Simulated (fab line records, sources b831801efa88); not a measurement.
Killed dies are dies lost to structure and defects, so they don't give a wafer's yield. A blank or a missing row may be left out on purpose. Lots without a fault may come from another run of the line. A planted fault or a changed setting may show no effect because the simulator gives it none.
fab line records | flow sky130
record lots=7 wafers=21 last_day=50
route steps=708 shown NWELL@61 PAD_OPEN@708
lots that met no fault: from a run of the same line without faults
start_h: hours from the record's first day to the start of the lot's first wafer shown | wait_h: hours since the lot's step before | " the same as in the row above | L1.1+2: a row that stands for several wafers | - no value, or no start given | * or withheld: withheld | < > ~ a bound
route shown NAME@n: a module of which the file shows steps, and the number in the route of the first | usual: mean/standard deviation of fault-free wafers | same: alike in all rows | chamber/n: place in a boat | sites: the reading at each site | _std_site: their standard deviation | _edge_site: outer sites' mean less inner sites' | radius_mm: how far each site lies from the wafer's centre | mask NAME#n: copy n | behind: the tool/chamber that last shaped the wafer | hold: why the lot was held/for how many hours/how that ended | device: the transistor (n, p or np) that didn't switch | end of line: the same wafers' tests at the end of the route | a step without rows: its recipe alone | killed: dies lost to structure and defects at the first sort, not the wafer's yield | map: a wafer's dies, x killed, . not, _ none there
set.NAME: the setting as run; set.NAME@STEP: as run at that earlier step | model.NAME: the simulator's own value behind a step, which no gauge read
lots at some steps of the route; a table a step, a row a wafer
services: from which hour (start_h, from the record's first day; less than 0 if before it) a tool's chamber was out of use, for how many hours, and why
## steps
# step SKY_NWELL_PEB_08
# recipe temp_c=115 time_s=withheld
# step SKY_NWELL_DEVELOP_09
# recipe wall_angle_deg=90 developer=TMAH develop_time_s=60 dev_temp_c=23
# step SKY_NWELL_OVL_MEAS_10
# usual NWELL_00_OVL=0.8/1.3
# columns lot.wafer tool chamber start_h wait_h NWELL_00_OVL[nm]
L853.1 overlay-01 - 110.59 - 3.3
L853.2 " - " " 3.6
L853.3 " - " " 1.5
L858.1 overlay-01 - 133.85 - 4.4
L858.3 " - " " 3.4
L858.5 " - " " 3.7
L859.3 overlay-01 - 138.45 - 1.8
L859.4 " - " " 0.8
L859.6 " - " " 0.2
L861.1 overlay-01 - 148.45 - -0.4
L861.2 " - " " 0.7
L861.3 " - " " 0.2
L862.1 overlay-01 - 150.08 - 2.4
L862.3 " - " " 1.1
L862.5 " - " " 0.3
L870.1 overlay-02 - 201.40 - -0.5
L870.2 " - " " -1.4
L870.5 " - " " -1.4
L872.1 overlay-02 - 211.60 - -0.9
L872.5 " - " " -0.5
L872.6 " - " " 0.3
# step SKY_NWELL_IMPLANT_11
# recipe species=P energy_kev=400 dose_cm2=1.9e+13 tilt_deg=withheld
# step SKY_NWELL_IMPLANT_12
# recipe species=P energy_kev=120 dose_cm2=1.3e+12 tilt_deg=withheld
# step SKY_NWELL_IMPLANT_13
# recipe species=P energy_kev=50 dose_cm2=7e+11 tilt_deg=withheld
# step SKY_NWELL_STRIP_14
# recipe chemistry=O2/N2 power_w=1400 pressure_mtorr=1500 platen_temp_c=withheld o2_flow_sccm=3000 n2_flow_sccm=300 overash_fraction=0.5
# usual drypump_motor_current_A=5.86/0.29 oes_product_au=0.722/0.0047 strip_time_to_endpoint_s=36.90/0.11
# columns lot.wafer tool chamber start_h wait_h drypump_motor_current_A oes_product_au rf_hours_counter_h strip_time_to_endpoint_s
L853.1 plasma_asher-01 0 111.12 0.1 5.69 0.720 28 37.00
L853.2 " 1 " " 5.32 0.723 28 37.13
L853.3 " 1 " " 5.33 0.723 - 37.10
L858.1 plasma_asher-01 0 134.34 0.1 5.70 0.718 31 37.07
L858.3 " 1 " " 5.31 0.708 - 37.07
L858.5 " 0 " " 5.68 0.717 - 37.06
L859.3 plasma_asher-01 1 138.96 0.1 5.31 0.720 - 36.74
L859.4 " 0 " " 5.64 0.724 - 36.83
L859.6 " 1 " " 5.29 0.723 - 36.80
L861.1 plasma_asher-02 1 148.94 0.1 6.03 0.719 44 36.85
L861.2 " 0 " " 5.80 0.721 44 36.82
L861.3 " 0 " " 5.77 0.716 - 36.92
L862.1 plasma_asher-03 0 150.57 0.1 6.22 0.723 3 36.89
L862.3 " 0 " " 6.23 0.728 - 36.91
L862.5 " 0 " " 6.22 0.717 - 36.94
L870.1 plasma_asher-02 1 201.89 0.1 6.03 0.730 50 36.95
L870.2 " 0 " " 5.83 0.713 50 36.98
L870.5 " 0 " " 5.80 0.719 - 36.86
L872.1 plasma_asher-02 1 212.09 0.1 6.02 0.727 50 36.76
L872.5 " 0 " " 5.81 0.718 - 36.83
L872.6 " 1 " " 6.00 0.719 - 36.86
# step SKY_NWELL_TW_MEAS_15
# usual NWELL_TW=1806/19
# columns lot.wafer tool chamber start_h wait_h NWELL_TW
L853.1 film_metro-04 - 111.22 0.1 1825
L853.2 " - " " 1836
L853.3 " - " " 1829
L858.1 film_metro-04 - 134.44 0.1 1833
L858.3 " - " " 1824
L858.5 " - " " 1836
L859.3 film_metro-03 - 139.04 0.1 1773
L859.4 " - " " 1773
L859.6 " - " " 1776
L861.1 film_metro-03 - 149.04 0.1 1798
L861.2 " - " " 1798
L861.3 " - " " 1789
L862.1 film_metro-01 - 150.67 0.1 1802
L862.3 " - " " 1805
L862.5 " - " " 1803
L870.1 film_metro-04 - 201.99 0.1 1824
L870.2 " - " " 1829
L870.5 " - " " 1826
L872.1 film_metro-03 - 212.19 0.1 1772
L872.5 " - " " 1770
L872.6 " - " " 1779
# step SKY_NWELL_DEHYDRATE_16
# recipe temp_c=200 time_s=60
# step SKY_NWELL_HMDS_17
# recipe prime_time_s=60 prime_temp_c=120
# step SKY_NWELL_COAT_18
# recipe spin_rpm=2000 resist_thk_nm=3000
# step SKY_NWELL_SOFTBAKE_19
# recipe temp_c=110 time_s=withheld
# step SKY_NWELL_EXPOSE_20
# recipe mask_id=NWM_COMPLEMENT na=0.6 source_shape=conventional sigma_outer=0.6 polarization=unpolarized target_cd_nm=840 dose_mj=260
# columns lot.wafer tool chamber start_h wait_h mask model.NWELL.overlay_x_nm
L853.1+2+3 iline_stepper-02 0 120.63 - NWM_COMPLEMENT#0 -1.51
L858.1+3+5 iline_stepper-01 0 144.35 - NWM_COMPLEMENT#0 -0.4739
L859.3+4+6 iline_stepper-01 0 148.87 - NWM_COMPLEMENT#0 95.09
L861.1+2+3 iline_stepper-01 0 159.21 - NWM_COMPLEMENT#0 95.96
L862.1+3+5 iline_stepper-01 0 160.18 - NWM_COMPLEMENT#0 94.3
L870.1+2+5 iline_stepper-02 0 214.15 - NWM_COMPLEMENT#0 -0.3336
L872.1+5+6 iline_stepper-02 0 223.51 - NWM_COMPLEMENT#0 -2.375
# step SKY_NWELL_PEB_21
# recipe temp_c=115 time_s=withheld
# step SKY_NWELL_DEVELOP_22
# recipe wall_angle_deg=90 developer=TMAH develop_time_s=60 dev_temp_c=23
# step SKY_NWELL_OVL_MEAS_23
# usual NWELL_01_OVL=-0.7/1.4
# columns lot.wafer tool chamber start_h wait_h NWELL_01_OVL[nm]
L853.1 overlay-02 - 129.34 - -1.4
L853.2 " - " " -1.4
L853.3 " - " " -0.8
L858.1 overlay-02 - 152.80 - -2.6
L858.3 " - " " -2.8
L858.5 " - " " -1.3
L859.3 overlay-02 - 158.06 - 94.4
L859.4 " - " " 94.7
L859.6 " - " " 94.8
L861.1 overlay-02 - 169.40 - 93.6
L861.2 " - " " 94.7
L861.3 " - " " 96.2
L862.1 overlay-01 - 170.53 - 93.8
L862.3 " - " " 92.8
L862.5 " - " " 93.0
L870.1 overlay-01 - 225.00 - 0.5
L870.2 " - " " 0.0
L870.5 " - " " 0.8
L872.1 overlay-02 - 235.64 - -3.1
L872.5 " - " " -2.0
L872.6 " - " " -0.4
# step SKY_NWELL_IMPLANT_24
# recipe species=B energy_kev=140 dose_cm2=9.2e+12 tilt_deg=withheld
# step SKY_PAD_OPEN_PROBE_99
# usual killed_at_M0_to_M3=43/7.8 killed_at_M4_up=3.2/1.9 killed_at_contacts=24/5 killed_at_front_end=14/4.5 killed_at_other=0.2/0.41 killed_dies=84/9.6 killed_open=47/6.9 killed_short=38/6
# same gross_dies=492 killed_at_back_side=0
# columns lot.wafer tool chamber start_h wait_h killed_at_M0_to_M3 killed_at_M4_up killed_at_contacts killed_at_front_end killed_at_other killed_dies killed_open killed_short model.etest.pfet_16v.r_on_ohm_um model.etest.nfet_16v.r_on_ohm_um model.etest.pfet_16v.drive_ua_um model.etest.nfet_16v.drive_ua_um
L853.1 prober-01 - 1105.22 0.1 43 3 28 14 0 88 44 44 1.528e+04 1.38e+04 246.3 226.2
L853.2 prober-01 - 1105.27 0.1 36 4 18 15 1 74 40 34 1.532e+04 1.4e+04 244.7 224.7
L853.3 prober-01 - 1105.32 0.2 41 1 24 12 0 78 42 36 1.499e+04 1.383e+04 250.4 225.6
L858.1 prober-01 - 1124.15 0.1 50 3 24 14 1 92 57 35 1.59e+04 1.429e+04 237.4 215.6
L858.3 prober-01 - 1124.25 0.2 57 1 16 10 0 84 50 34 1.555e+04 1.433e+04 240.9 217.3
L858.5 prober-01 - 1124.35 0.2 49 3 22 11 0 85 51 34 1.608e+04 1.436e+04 234.7 214.2
L859.3 prober-02 - 1132.20 0.2 48 2 31 28 0 109 67 42 1.723e+04 1.528e+04 210.9 213.7
L859.4 prober-02 - 1132.25 0.2 47 2 25 21 0 95 57 38 1.643e+04 1.516e+04 216.7 216.4
L859.6 prober-02 - 1132.35 0.2 61 3 25 15 0 104 59 45 1.701e+04 1.513e+04 212 214.3
L861.1 prober-02 - 1146.70 0.1 39 3 23 17 1 83 50 33 1.715e+04 1.559e+04 206.6 210.5
L861.2 prober-02 - 1146.75 0.1 45 6 21 14 0 86 52 34 1.737e+04 1.564e+04 204.9 208.5
L861.3 prober-02 - 1146.80 0.2 40 3 26 9 0 78 41 37 1.688e+04 1.579e+04 210.4 208.7
L862.1 prober-01 - 1154.16 0.1 29 3 26 13 0 71 39 32 1.613e+04 1.578e+04 220.7 207.3
L862.3 prober-01 - 1154.26 0.2 37 6 23 22 0 88 50 38 1.717e+04 1.576e+04 209.5 208.5
L862.5 prober-01 - 1154.36 0.2 40 0 28 8 0 76 39 37 1.732e+04 1.579e+04 208.3 207
L870.1 prober-01 - 1187.67 0.1 48 2 22 10 1 83 49 34 1.521e+04 1.386e+04 237.5 220.3
L870.2 prober-01 - 1187.72 0.1 40 4 18 10 0 72 48 24 1.529e+04 1.399e+04 236.7 219.9
L870.5 prober-01 - 1187.87 0.2 40 5 30 12 1 88 41 47 1.573e+04 1.411e+04 232.4 219.1
L872.1 prober-01 - 1195.35 0.1 40 4 30 15 0 89 49 40 1.534e+04 1.427e+04 243.7 216.8
L872.5 prober-01 - 1195.55 0.2 36 4 27 10 0 77 38 39 1.527e+04 1.416e+04 244.4 219.5
L872.6 prober-01 - 1195.60 0.2 41 2 24 12 0 79 45 34 1.515e+04 1.42e+04 245 214.2
# killed by level:class
L853.1 VIA1:geometric_particle:open=10 VIA2:geometric_particle:open=9 LI_CONTACT:geometric_particle:open=8 CONTACT:geometric_particle:short=8 VIA1:geometric_particle:short=5 LI_CONTACT:geometric_particle:short=4 CONTACT:geometric_particle:open=4 METAL1:geometric_particle:short=4
L853.2 VIA1:geometric_particle:short=7 LI_CONTACT:geometric_particle:open=6 VIA3:geometric_particle:open=6 CONTACT:geometric_particle:open=5 VIA2:geometric_particle:open=5 METAL1:geometric_particle:short=4 METAL2:geometric_particle:short=4 FIELD_ISO:geometric_particle:open=3
L853.3 CONTACT:geometric_particle:open=14 VIA1:geometric_particle:open=8 METAL2:geometric_particle:short=6 VIA1:geometric_particle:short=6 CONTACT:geometric_particle:short=5 VIA2:geometric_particle:open=5 VIA3:geometric_particle:short=5 VIA3:geometric_particle:open=4
L858.1 VIA1:geometric_particle:open=11 CONTACT:geometric_particle:open=11 VIA3:geometric_particle:open=9 VIA2:geometric_particle:open=8 LI_CONTACT:geometric_particle:open=6 CONTACT:geometric_particle:short=6 POLY_GATE:geometric_particle:short=4 VIA2:geometric_particle:short=4
L858.3 VIA3:geometric_particle:open=12 VIA1:geometric_particle:open=12 VIA1:geometric_particle:short=7 VIA2:geometric_particle:open=6 METAL1:geometric_particle:short=5 LI_CONTACT:geometric_particle:open=5 FIELD_ISO:geometric_particle:open=3 POLY_GATE:geometric_particle:open=3
L858.5 VIA1:geometric_particle:open=14 VIA1:geometric_particle:short=11 CONTACT:geometric_particle:open=9 VIA2:geometric_particle:open=7 VIA3:geometric_particle:open=7 LI_CONTACT:geometric_particle:open=5 LOCAL_INTERCONNECT:geometric_particle:short=4 POLY_GATE:geometric_particle:short=4
L859.3 CONTACT:geometric_particle:open=14 FIELD_ISO:geometric_particle:open=10 POLY_GATE:geometric_particle:short=9 VIA2:geometric_particle:open=9 VIA3:geometric_particle:open=9 VIA1:geometric_particle:open=7 FIELD_ISO:geometric_particle:short=6 LI_CONTACT:geometric_particle:open=6
L859.4 VIA1:geometric_particle:open=11 CONTACT:geometric_particle:open=10 FIELD_ISO:geometric_particle:open=9 VIA2:geometric_particle:open=9 VIA3:geometric_particle:open=7 CONTACT:geometric_particle:short=6 VIA1:geometric_particle:short=6 LI_CONTACT:geometric_particle:open=5
L859.6 VIA1:geometric_particle:open=14 VIA2:geometric_particle:open=9 VIA3:geometric_particle:open=8 VIA1:geometric_particle:short=8 LI_CONTACT:geometric_particle:open=7 CONTACT:geometric_particle:open=6 POLY_GATE:geometric_particle:open=6 POLY_GATE:geometric_particle:short=5
L861.1 VIA1:geometric_particle:open=16 CONTACT:geometric_particle:open=10 FIELD_ISO:geometric_particle:short=5 SPACER:geometric_particle:short=4 VIA3:geometric_particle:open=4 LI_CONTACT:geometric_particle:open=4 LOCAL_INTERCONNECT:geometric_particle:short=4 VIA2:geometric_particle:short=4
L861.2 VIA1:geometric_particle:open=13 CONTACT:geometric_particle:open=8 VIA3:geometric_particle:open=7 LI_CONTACT:geometric_particle:open=6 METAL1:geometric_particle:short=6 FIELD_ISO:geometric_particle:open=5 VIA2:geometric_particle:open=5 METAL3:geometric_particle:short=4
L861.3 LI_CONTACT:geometric_particle:open=8 VIA3:geometric_particle:open=8 LI_CONTACT:geometric_particle:short=7 CONTACT:geometric_particle:open=7 VIA1:geometric_particle:open=6 METAL1:geometric_particle:short=5 METAL3:geometric_particle:short=5 VIA3:geometric_particle:short=5
L862.1 CONTACT:geometric_particle:open=9 LOCAL_INTERCONNECT:geometric_particle:short=6 FIELD_ISO:geometric_particle:short=5 LI_CONTACT:geometric_particle:open=5 METAL1:geometric_particle:short=5 VIA1:geometric_particle:open=5 VIA3:geometric_particle:open=5 CONTACT:geometric_particle:short=4
L862.3 VIA1:geometric_particle:open=12 POLY_GATE:geometric_particle:open=8 LI_CONTACT:geometric_particle:open=8 LOCAL_INTERCONNECT:geometric_particle:short=6 VIA3:geometric_particle:open=6 CONTACT:geometric_particle:short=5 METAL1:geometric_particle:short=5 VIA2:geometric_particle:open=4
L862.5 METAL1:geometric_particle:short=10 LI_CONTACT:geometric_particle:open=8 VIA1:geometric_particle:open=8 LOCAL_INTERCONNECT:geometric_particle:short=7 VIA1:geometric_particle:short=7 CONTACT:geometric_particle:open=6 FIELD_ISO:geometric_particle:open=5 METAL3:geometric_particle:short=4
L870.1 VIA1:geometric_particle:open=13 LI_CONTACT:geometric_particle:open=8 VIA2:geometric_particle:open=8 METAL2:geometric_particle:short=8 CONTACT:geometric_particle:open=6 VIA3:geometric_particle:open=6 CONTACT:geometric_particle:short=5 METAL1:geometric_particle:short=5
L870.2 CONTACT:geometric_particle:open=12 VIA1:geometric_particle:open=12 VIA3:geometric_particle:open=7 FIELD_ISO:geometric_particle:short=5 VIA1:geometric_particle:short=5 METAL1:geometric_particle:short=4 LI_CONTACT:geometric_particle:open=3 VIA2:geometric_particle:open=3
L870.5 VIA1:geometric_particle:open=11 LI_CONTACT:geometric_particle:open=9 METAL1:geometric_particle:short=8 LOCAL_INTERCONNECT:geometric_particle:short=7 CONTACT:geometric_particle:short=6 VIA3:geometric_particle:open=5 CONTACT:geometric_particle:open=5 FIELD_ISO:geometric_particle:short=4
L872.1 LI_CONTACT:geometric_particle:open=11 CONTACT:geometric_particle:open=8 VIA1:geometric_particle:open=8 VIA3:geometric_particle:open=8 VIA1:geometric_particle:short=6 FIELD_ISO:geometric_particle:short=5 POLY_GATE:geometric_particle:open=5 CONTACT:geometric_particle:short=5
L872.5 VIA1:geometric_particle:open=8 LOCAL_INTERCONNECT:geometric_particle:short=7 LI_CONTACT:geometric_particle:open=7 CONTACT:geometric_particle:open=7 METAL2:geometric_particle:short=7 POLY_GATE:geometric_particle:short=4 METAL1:geometric_particle:short=4 VIA3:geometric_particle:open=4
L872.6 VIA1:geometric_particle:open=13 CONTACT:geometric_particle:open=8 LI_CONTACT:geometric_particle:open=6 LOCAL_INTERCONNECT:geometric_particle:short=5 VIA2:geometric_particle:open=5 VIA3:geometric_particle:open=5 METAL1:geometric_particle:short=4 VIA1:geometric_particle:short=4
## services
# columns tool chamber start_h hours kind
plasma_asher-03 - 108.75 9.0 pm
plasma_asher-03 0 108.75 9.0 vent_cycle
plasma_asher-03 1 108.75 9.0 vent_cycle
plasma_asher-03 0 117.75 - clean
plasma_asher-03 1 117.75 - clean
iline_stepper-01 - 164.69 25.0 repair
## key
first_sign step=SKY_NWELL_OVL_MEAS_23 reading=NWELL_01_OVL direction=up sigmas=67 usual=-0.7 struck=94.2
effect none on later readings
model_effect step=SKY_NWELL_EXPOSE_20 value=NWELL.overlay_x_nm without=-0.4899 struck=95.12
model_effect step=SKY_PAD_OPEN_PROBE_99 value=etest.pfet_16v.r_on_ohm_um without=1.523e+04 struck=1.696e+04
met_at SKY_NWELL_EXPOSE_20
struck_wafers L859.3,L859.4,L859.6,L861.1,L861.2,L861.3,L862.1,L862.3,L862.5
tester_left_out L859,L861,L862
onset_between 144.35 148.87
fault kind=scanner_matching_overlay tool=iline_stepper-01 chamber=- onset_h=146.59 steps=SKY_NWELL_EXPOSE_20 offset=95.606
# tester_left_out: of these lots the tester's yield and bins aren't shown, on N5 and GAA mostly nor the transistor test; their killed dies are dies lost to structure and defects alone, not to doping, threshold or leakage, so they don't give the yield
